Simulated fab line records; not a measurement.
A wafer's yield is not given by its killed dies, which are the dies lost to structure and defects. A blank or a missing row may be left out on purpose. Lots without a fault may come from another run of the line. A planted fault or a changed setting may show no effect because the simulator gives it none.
Split-lot trial    flow sky130    23 wafers read from 5 lots, route of 708 steps

ABOUT THE SPLIT
At SKY_SD_N_IMPLANT_10, the setting energyKev was moved away from the recipe's 20 on 8 of the 23 wafers read, by -5.2% to -1.9%. All remaining wafers had this setting at the recipe value.

The reading comes from the split's own step.

THE READING
In nm, at SKY_SD_N_IMPLANT_10: implant.drpNm, which is the simulator's own figure and was read by no gauge. The file gives no usual value for it.

wafer   tool, chamber at the split  energyKev as run  against the recipe  implant.drpNm, nm  against lot-mates on the recipe
L074.1  implanter-02, 0             20                recipe              13                 -
L074.3  implanter-02, 0             20                recipe              13                 -
L074.2  implanter-02, 0             18.97             -5.2%               12.59              -0.41
L074.4  implanter-02, 0             18.97             -5.2%               12.59              -0.41
L074.5  implanter-02, 0             18.97             -5.2%               12.59              -0.41
L075.1  implanter-04, 0             20                recipe              13                 -
L075.3  implanter-04, 0             20                recipe              13                 -
L075.2  implanter-04, 0             19.55             -2.2%               12.82              -0.18
L075.4  implanter-04, 0             19.55             -2.2%               12.82              -0.18
L075.5  implanter-04, 0             19.55             -2.2%               12.82              -0.18
L077.1  implanter-01, 0             20                recipe              13                 -
L077.2  implanter-01, 0             20                recipe              13                 -
L077.3  implanter-01, 0             20                recipe              13                 -
L077.5  implanter-01, 0             20                recipe              13                 -
L077.6  implanter-01, 0             20                recipe              13                 -
L078.3  implanter-02, 0             20                recipe              13                 -
L078.4  implanter-02, 0             20                recipe              13                 -
L078.5  implanter-02, 0             20                recipe              13                 -
L080.1  implanter-01, 0             19.62             -1.9%               12.85              -0.15
L080.4  implanter-01, 0             19.62             -1.9%               12.85              -0.15
L080.2  implanter-01, 0             20                recipe              13                 -
L080.3  implanter-01, 0             20                recipe              13                 -
L080.5  implanter-01, 0             20                recipe              13                 -

THE FIT
A straight line over all 23 wafers: implant.drpNm changes by +0.0796 nm for each +1% of energyKev; r = +1.00; the points scatter about the line by 0.00051 nm.
The same after taking each lot's own level away (the mean of its wafers on the recipe; 23 wafers): +0.0796 nm for each +1%; r = +1.00; scatter 0.00051 nm.
Per that fit: largest energyKev move, reading shift of 0.41 nm.
The lots' own levels span 13.000 to 13.000 nm.
Hence the lot-to-lot level has little effect on the slope; both slopes agree.
Check: for one of the wafers moved furthest among these (-5.2%), held out of the fit, the line's prediction against its lot-mates is -0.41 nm. It came out at -0.41 nm against them.

OTHER SPLITS ON THESE WAFERS
Other splits were also applied to these wafers ahead of the reading. Each is held against what the fit with the lots' levels taken away leaves over:
other split on the same wafers  wafers away from the commonest value  r with implant.drpNm (lot level and that fit taken away)
SKY_SD_P_DEVELOP_06 devTempC    5                                     -0.23
SKY_SD_N_EXPOSE_04 doseMj       11                                    -0.35

THE WHOLE CHAIN: every reading that the file lists as answering this split, in the file's order
step                 what it does  reading                                                         change (the file's fit)                 r (the file's)
SKY_SD_N_IMPLANT_10                implant.rpNm (the simulator's own value, which no gauge read)   +0.192 nm for each +1% of the setting   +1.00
SKY_SD_N_IMPLANT_10                implant.drpNm (the simulator's own value, which no gauge read)  +0.0791 nm for each +1% of the setting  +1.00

THE FILE'S OWN FIT
implant.drpNm changes by +0.0791 nm for each +1% of energyKev, r = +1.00.
